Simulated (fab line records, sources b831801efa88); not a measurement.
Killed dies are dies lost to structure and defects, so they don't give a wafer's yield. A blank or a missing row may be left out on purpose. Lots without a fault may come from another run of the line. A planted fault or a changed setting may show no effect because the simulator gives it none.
A sampling plan put to the test | flow gf180mcu | one fab line, 44 faults that these records tell of, each judged on the records of the lots that it struck
The plan is the line's own looks: the steps of the route at which a gauge or an inspection reads the wafer and doesn't change it. A look can be judged if struck wafers have a number there and the file gives its usual mean and standard deviation on fault-free wafers. Caught: at a look after the fault's first step, the mean of the struck wafers lies 4 or more of those standard deviations (sigma) from the usual mean. On the tool: the same test on the tool's own readings at the fault's steps. Another recipe on the struck wafers, or a record that is blank for them alone, also counts as caught.

THE FAULTS, as the simulator had put them in
1. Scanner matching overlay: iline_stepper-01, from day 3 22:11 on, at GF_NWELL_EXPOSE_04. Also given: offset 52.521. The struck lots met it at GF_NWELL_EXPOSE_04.
2. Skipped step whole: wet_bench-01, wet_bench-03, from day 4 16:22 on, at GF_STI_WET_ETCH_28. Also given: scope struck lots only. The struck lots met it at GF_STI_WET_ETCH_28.
3. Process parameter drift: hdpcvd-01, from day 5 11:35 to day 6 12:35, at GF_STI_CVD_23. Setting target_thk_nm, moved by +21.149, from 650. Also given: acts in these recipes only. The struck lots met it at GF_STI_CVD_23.
4. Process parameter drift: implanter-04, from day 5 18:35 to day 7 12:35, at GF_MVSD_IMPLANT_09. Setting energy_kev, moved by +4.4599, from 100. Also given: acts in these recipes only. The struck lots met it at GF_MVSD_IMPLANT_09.
5. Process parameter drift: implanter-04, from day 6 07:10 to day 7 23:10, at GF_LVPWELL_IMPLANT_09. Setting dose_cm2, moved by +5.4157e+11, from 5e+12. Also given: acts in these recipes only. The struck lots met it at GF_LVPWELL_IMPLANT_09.
6. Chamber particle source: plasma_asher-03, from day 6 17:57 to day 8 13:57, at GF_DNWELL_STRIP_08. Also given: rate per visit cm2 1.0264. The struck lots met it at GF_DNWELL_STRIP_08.
7. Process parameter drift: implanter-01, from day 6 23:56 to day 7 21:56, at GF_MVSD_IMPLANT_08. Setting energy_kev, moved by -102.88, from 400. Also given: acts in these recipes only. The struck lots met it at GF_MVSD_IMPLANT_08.
8. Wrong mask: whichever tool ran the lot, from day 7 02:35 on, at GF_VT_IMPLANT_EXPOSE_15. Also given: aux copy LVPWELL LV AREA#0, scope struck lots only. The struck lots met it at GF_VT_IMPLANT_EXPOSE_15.
9. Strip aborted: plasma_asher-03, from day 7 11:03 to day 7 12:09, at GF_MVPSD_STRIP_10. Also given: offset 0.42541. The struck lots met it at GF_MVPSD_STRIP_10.
10. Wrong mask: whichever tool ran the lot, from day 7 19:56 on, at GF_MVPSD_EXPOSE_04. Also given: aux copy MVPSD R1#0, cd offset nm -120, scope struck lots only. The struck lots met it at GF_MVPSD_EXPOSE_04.
11. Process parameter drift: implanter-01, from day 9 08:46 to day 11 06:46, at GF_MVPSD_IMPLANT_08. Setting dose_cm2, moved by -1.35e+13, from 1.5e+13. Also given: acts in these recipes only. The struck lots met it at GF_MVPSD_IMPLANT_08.
12. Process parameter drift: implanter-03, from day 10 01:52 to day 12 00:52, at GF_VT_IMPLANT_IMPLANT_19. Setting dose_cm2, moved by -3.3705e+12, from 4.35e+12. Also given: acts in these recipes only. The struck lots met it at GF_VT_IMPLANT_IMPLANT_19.
13. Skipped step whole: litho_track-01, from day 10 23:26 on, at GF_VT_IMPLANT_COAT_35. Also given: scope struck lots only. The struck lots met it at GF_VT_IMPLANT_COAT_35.
14. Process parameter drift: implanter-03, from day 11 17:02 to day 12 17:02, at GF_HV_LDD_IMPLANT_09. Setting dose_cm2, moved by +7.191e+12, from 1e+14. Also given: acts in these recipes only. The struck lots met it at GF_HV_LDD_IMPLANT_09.
15. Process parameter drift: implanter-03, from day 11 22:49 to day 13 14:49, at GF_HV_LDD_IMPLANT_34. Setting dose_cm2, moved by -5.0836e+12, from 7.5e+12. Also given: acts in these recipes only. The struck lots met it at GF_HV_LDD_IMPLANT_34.
16. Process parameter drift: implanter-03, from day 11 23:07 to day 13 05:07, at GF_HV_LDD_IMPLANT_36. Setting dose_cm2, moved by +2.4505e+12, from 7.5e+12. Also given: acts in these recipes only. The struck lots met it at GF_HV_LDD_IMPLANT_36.
17. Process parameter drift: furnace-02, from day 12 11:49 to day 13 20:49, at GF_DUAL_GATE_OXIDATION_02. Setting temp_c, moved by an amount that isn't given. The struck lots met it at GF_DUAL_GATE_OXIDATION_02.
18. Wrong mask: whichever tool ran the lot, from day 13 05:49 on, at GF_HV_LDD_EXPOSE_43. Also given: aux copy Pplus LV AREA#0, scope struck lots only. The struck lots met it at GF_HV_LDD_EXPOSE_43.
19. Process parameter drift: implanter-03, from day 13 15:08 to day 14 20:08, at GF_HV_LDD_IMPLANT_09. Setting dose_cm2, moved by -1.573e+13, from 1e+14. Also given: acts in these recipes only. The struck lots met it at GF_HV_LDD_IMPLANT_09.
20. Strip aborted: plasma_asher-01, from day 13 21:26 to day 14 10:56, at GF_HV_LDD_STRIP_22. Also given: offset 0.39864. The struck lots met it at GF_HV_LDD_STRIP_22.
21. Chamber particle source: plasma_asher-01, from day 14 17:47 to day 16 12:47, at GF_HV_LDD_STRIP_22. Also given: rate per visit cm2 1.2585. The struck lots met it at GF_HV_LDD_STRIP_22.
22. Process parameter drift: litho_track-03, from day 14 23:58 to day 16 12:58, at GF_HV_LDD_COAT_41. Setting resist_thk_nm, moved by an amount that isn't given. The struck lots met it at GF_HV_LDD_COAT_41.
23. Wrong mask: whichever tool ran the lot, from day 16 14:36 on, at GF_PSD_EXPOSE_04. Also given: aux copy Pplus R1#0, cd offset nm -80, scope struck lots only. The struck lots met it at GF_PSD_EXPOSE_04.
24. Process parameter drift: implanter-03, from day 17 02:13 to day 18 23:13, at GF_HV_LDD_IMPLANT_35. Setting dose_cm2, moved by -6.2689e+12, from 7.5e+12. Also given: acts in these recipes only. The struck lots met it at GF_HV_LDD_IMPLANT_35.
25. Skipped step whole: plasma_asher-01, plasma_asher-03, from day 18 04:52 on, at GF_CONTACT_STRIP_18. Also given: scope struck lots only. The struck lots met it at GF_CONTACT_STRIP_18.
26. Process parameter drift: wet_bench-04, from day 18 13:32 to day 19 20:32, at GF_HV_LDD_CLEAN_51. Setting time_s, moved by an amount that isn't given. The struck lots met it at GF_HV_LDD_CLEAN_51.
27. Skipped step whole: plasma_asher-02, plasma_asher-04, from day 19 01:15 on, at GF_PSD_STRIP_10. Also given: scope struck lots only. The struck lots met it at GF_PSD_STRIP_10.
28. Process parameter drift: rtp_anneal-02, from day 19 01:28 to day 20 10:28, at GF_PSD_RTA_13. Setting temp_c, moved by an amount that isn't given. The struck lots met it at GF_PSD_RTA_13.
29. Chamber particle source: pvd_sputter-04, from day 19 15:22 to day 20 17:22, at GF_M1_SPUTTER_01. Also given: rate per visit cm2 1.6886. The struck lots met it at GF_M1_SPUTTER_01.
30. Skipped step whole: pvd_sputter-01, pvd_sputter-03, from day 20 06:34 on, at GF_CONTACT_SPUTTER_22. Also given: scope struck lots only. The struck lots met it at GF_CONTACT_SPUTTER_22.
31. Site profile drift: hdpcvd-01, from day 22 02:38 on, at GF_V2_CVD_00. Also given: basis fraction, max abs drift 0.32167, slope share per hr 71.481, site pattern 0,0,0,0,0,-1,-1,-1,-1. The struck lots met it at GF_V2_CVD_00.
32. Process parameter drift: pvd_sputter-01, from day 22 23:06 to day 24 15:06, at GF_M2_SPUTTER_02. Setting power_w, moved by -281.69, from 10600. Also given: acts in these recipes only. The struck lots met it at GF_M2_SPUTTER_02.
33. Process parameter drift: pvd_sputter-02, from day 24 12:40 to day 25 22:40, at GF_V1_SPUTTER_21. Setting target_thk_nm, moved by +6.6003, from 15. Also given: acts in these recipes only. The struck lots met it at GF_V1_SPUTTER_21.
34. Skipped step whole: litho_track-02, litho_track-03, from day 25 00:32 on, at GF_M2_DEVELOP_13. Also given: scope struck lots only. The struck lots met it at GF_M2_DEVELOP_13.
35. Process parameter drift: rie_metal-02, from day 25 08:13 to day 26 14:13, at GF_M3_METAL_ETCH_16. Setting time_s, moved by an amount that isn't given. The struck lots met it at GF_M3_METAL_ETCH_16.
36. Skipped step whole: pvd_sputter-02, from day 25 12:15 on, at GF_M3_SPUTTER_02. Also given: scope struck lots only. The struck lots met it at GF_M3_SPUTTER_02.
37. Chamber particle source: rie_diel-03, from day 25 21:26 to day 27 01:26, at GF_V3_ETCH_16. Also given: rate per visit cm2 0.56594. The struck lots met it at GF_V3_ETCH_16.
38. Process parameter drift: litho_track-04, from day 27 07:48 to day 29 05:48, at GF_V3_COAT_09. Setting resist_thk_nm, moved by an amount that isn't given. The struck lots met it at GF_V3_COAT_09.
39. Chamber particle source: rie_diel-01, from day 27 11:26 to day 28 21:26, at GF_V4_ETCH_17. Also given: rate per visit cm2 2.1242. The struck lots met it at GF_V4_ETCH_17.
40. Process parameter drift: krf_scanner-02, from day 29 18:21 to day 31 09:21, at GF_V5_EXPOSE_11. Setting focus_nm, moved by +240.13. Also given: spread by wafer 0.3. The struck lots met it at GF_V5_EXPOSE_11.
41. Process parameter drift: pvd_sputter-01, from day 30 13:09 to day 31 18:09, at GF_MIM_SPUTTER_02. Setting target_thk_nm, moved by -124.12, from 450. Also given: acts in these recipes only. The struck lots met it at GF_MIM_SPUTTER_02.
42. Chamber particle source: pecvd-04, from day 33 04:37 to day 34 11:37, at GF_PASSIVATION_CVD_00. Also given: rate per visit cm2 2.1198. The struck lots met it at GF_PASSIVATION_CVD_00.
43. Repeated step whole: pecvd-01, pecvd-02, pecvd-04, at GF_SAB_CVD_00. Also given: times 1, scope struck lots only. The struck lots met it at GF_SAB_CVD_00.
44. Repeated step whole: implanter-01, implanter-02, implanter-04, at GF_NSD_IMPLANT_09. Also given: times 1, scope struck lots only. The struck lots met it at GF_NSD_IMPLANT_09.

WHAT THE PLAN SAW
fault | on the tool itself                               | first look that catches it                      | reading, sigma                                        | median hours from its first step to that look | hours from the fault's start to the first struck lot there | judged looks passed uncaught
1     | under 2 sigma                                    | GF_NWELL_OVL_MEAS_07                            | NWELL_OVL +34                                         | 6.9                                           | 12                                                         | 0
2     | the tool's record is blank for the struck wafers | no look after it can be judged                  | -                                                     | -                                             | -                                                          | 0
3     | under 2 sigma                                    | none of the 2 looks that can be judged after it | strongest: STI_CVD_23_THK at GF_STI_THK_MEAS_24, +3.2 | -                                             | -                                                          | 2
4     | beam_energy_keV +99 or beyond sigma              | no look after it can be judged                  | -                                                     | -                                             | -                                                          | 0
5     | dose_ions_cm2 +99 or beyond sigma                | GF_VT_IMPLANT_RS_MEAS_48                        | LVPWELL_RS -8.7                                       | 103.3                                         | 110                                                        | 0
6     | under 2 sigma                                    | not the one look that can be judged after it    | -                                                     | -                                             | -                                                          | 1
7     | beam_energy_keV -99 or beyond sigma              | GF_VT_IMPLANT_RS_MEAS_46                        | MVSD_RS +31                                           | 85.2                                          | 88                                                         | 0
8     | no reading that can be judged                    | GF_VT_IMPLANT_TW_MEAS_21                        | VT_IMPLANT_2_TW -91                                   | 8.3                                           | 11                                                         | 0
9     | oes_product_au +54 sigma                         | GF_VT_IMPLANT_TW_MEAS_10                        | VT_IMPLANT_TW -99 or beyond                           | 16.5                                          | 17                                                         | 0
10    | no reading that can be judged                    | no look after it can be judged                  | -                                                     | -                                             | -                                                          | 0
11    | dose_ions_cm2 -99 or beyond sigma                | GF_MVPSD_TW_MEAS_11                             | MVPSD_TW -30                                          | 0.4                                           | 15                                                         | 0
12    | dose_ions_cm2 -99 or beyond sigma                | GF_VT_IMPLANT_TW_MEAS_21                        | VT_IMPLANT_2_TW -35                                   | 0.2                                           | 21                                                         | 0
13    | the tool's record is blank for the struck wafers | no look after it can be judged                  | -                                                     | -                                             | -                                                          | 0
14    | dose_ions_cm2 +65 sigma                          | GF_HV_LDD_RS_MEAS_53                            | HV_LDD_RS -17                                         | 62.7                                          | 70                                                         | 0
15    | dose_ions_cm2 -99 or beyond sigma                | GF_HV_LDD_RS_MEAS_53                            | HV_LDD_RS +18                                         | 21.2                                          | 24                                                         | 1
16    | dose_ions_cm2 +99 or beyond sigma                | GF_HV_LDD_RS_MEAS_53                            | HV_LDD_RS -7.7                                        | 20.9                                          | 24                                                         | 0
17    | spike_tc_upper_C +11 sigma                       | GF_DUAL_GATE_THK_MEAS_03                        | DUAL_GATE_OXIDATION_00_THK +7.0                       | 1.4                                           | 11                                                         | 0
18    | no reading that can be judged                    | GF_HV_LDD_TW_MEAS_50                            | HV_LDD_4_TW -59                                       | 10.3                                          | 15                                                         | 0
19    | dose_ions_cm2 -99 or beyond sigma                | GF_HV_LDD_RS_MEAS_53                            | HV_LDD_RS +40                                         | 66.4                                          | 67                                                         | 0
20    | oes_product_au +57 sigma                         | GF_HV_LDD_TW_MEAS_38                            | HV_LDD_3_TW -6.5                                      | 22.2                                          | 36                                                         | 1
21    | under 2 sigma                                    | not the one look that can be judged after it    | -                                                     | -                                             | -                                                          | 1
22    | no reading that can be judged                    | GF_HV_LDD_CD_MEAS_46                            | cd_nm +30                                             | 11.1                                          | 20                                                         | 0
23    | no reading that can be judged                    | GF_PSD_CD_MEAS_07                               | cd_nm -36                                             | 11.7                                          | 12                                                         | 0
24    | dose_ions_cm2 -99 or beyond sigma                | GF_HV_LDD_RS_MEAS_53                            | HV_LDD_RS +22                                         | 24.6                                          | 29                                                         | 1
25    | the tool's record is blank for the struck wafers | no look after it can be judged                  | -                                                     | -                                             | -                                                          | 0
26    | run_length_s -28 sigma                           | no look after it can be judged                  | -                                                     | -                                             | -                                                          | 0
27    | no reading that can be judged                    | not the one look that can be judged after it    | -                                                     | -                                             | -                                                          | 1
28    | wafer_temp_C_max +19 sigma                       | GF_PSD_RS_MEAS_14                               | NSD_RS -63                                            | 0.1                                           | 1                                                          | 0
29    | under 2 sigma                                    | no look after it can be judged                  | -                                                     | -                                             | -                                                          | 0
30    | the tool's record is blank for the struck wafers | no look after it can be judged                  | -                                                     | -                                             | -                                                          | 0
31    | no reading that can be judged                    | GF_V2_THK_MEAS_01                               | V2_CVD_00_THK -12                                     | 0.1                                           | 7                                                          | 0
32    | cathode_dc_power_W -99 or beyond sigma           | none of the 4 looks that can be judged after it | strongest: M2_ALCU_RS at GF_M2_RS_MEAS_05, +2.4       | -                                             | -                                                          | 4
33    | under 2 sigma                                    | no look after it can be judged                  | -                                                     | -                                             | -                                                          | 0
34    | no reading that can be judged                    | no look after it can be judged                  | -                                                     | -                                             | -                                                          | 0
35    | run_length_s +38 sigma                           | not the one look that can be judged after it    | -                                                     | -                                             | -                                                          | 1
36    | the tool's record is blank for the struck wafers | GF_M3_RS_MEAS_05                                | M3_ALCU_RS +99 or beyond                              | 0.1                                           | 6                                                          | 0
37    | under 2 sigma                                    | not the one look that can be judged after it    | -                                                     | -                                             | -                                                          | 1
38    | no reading that can be judged                    | none of the 2 looks that can be judged after it | -                                                     | -                                             | -                                                          | 2
39    | under 2 sigma                                    | none of the 2 looks that can be judged after it | -                                                     | -                                             | -                                                          | 2
40    | no reading that can be judged                    | not the one look that can be judged after it    | strongest: cd_nm at GF_V5_CD_MEAS_14, +3.0            | -                                             | -                                                          | 1
41    | under 2 sigma                                    | not the one look that can be judged after it    | -                                                     | -                                             | -                                                          | 1
42    | under 2 sigma                                    | not the one look that can be judged after it    | -                                                     | -                                             | -                                                          | 1
43    | under 2 sigma                                    | GF_SAB_THK_MEAS_01                              | SAB_CVD_00_THK +75                                    | 0.2                                           | -                                                          | 0
44    | no reading that can be judged                    | GF_PSD_RS_MEAS_14                               | NSD_RS -24                                            | 24.8                                          | -                                                          | 0
A dash: the fault isn't caught, or these records don't give the number.

Caught at a look: 22 of 44. Caught on the tool: 22 of 44. By one or the other: 30 of 44.
Caught on the tool alone: faults 2, 4, 13, 25, 26, 30, 32, 35.
Caught at a look alone: faults 1, 8, 18, 22, 23, 31, 43, 44.
Caught by neither: faults 3, 6, 10, 21, 27, 29, 33, 34, 37, 38, 39, 40, 41, 42.

THINNER SAMPLING
If the look that catches a fault measured only every second or every third lot, by lot number, the first struck lot would be measured this late in the worst case:
fault | struck lots at that look, in order of time | every lot | every second lot | every third lot
1     | L421, L422, L425, L428                     | 12 h      | 19 h             | may miss all 4
5     | L484, L489                                 | 110 h     | 142 h            | may miss all 2
7     | L494, L495                                 | 88 h      | 93 h             | may miss all 2
8     | L317                                       | 11 h      | may miss it      | may miss it
9     | L555                                       | 17 h      | may miss it      | may miss it
11    | L241, L242                                 | 15 h      | 22 h             | may miss all 2
12    | L254, L255, L256                           | 21 h      | 28 h             | 34 h
14    | L529, L532                                 | 70 h      | 82 h             | may miss all 2
15    | L800, L801, L802                           | 24 h      | 37 h             | 46 h
16    | L994, L995, L996                           | 24 h      | 37 h             | 45 h
17    | L604, L607                                 | 11 h      | 30 h             | may miss all 2
18    | L229                                       | 15 h      | may miss it      | may miss it
19    | L916, L917                                 | 67 h      | 79 h             | may miss all 2
20    | L912                                       | 36 h      | may miss it      | may miss it
22    | L385, L386, L387                           | 20 h      | 31 h             | 33 h
23    | L948                                       | 12 h      | may miss it      | may miss it
24    | L534, L535                                 | 29 h      | 42 h             | may miss all 2
28    | L871, L874                                 | 1 h       | 24 h             | may miss all 2
31    | L910, L912, L916, L917                     | 7 h       | 52 h             | 52 h
36    | L607, L608, L609                           | 6 h       | 12 h             | 15 h
Hours are from the fault's start to the first struck lot that is measured. The limit of 4 sigma was tested on all struck wafers together, so one lot alone may lie under it. Other struck lots may not be in these records.

THE LONGEST TIMED WAY FROM STEP TO LOOK
Fault 5: a median of 103.3 hours passes between GF_LVPWELL_IMPLANT_09 and GF_VT_IMPLANT_RS_MEAS_48. No look between them can be judged.
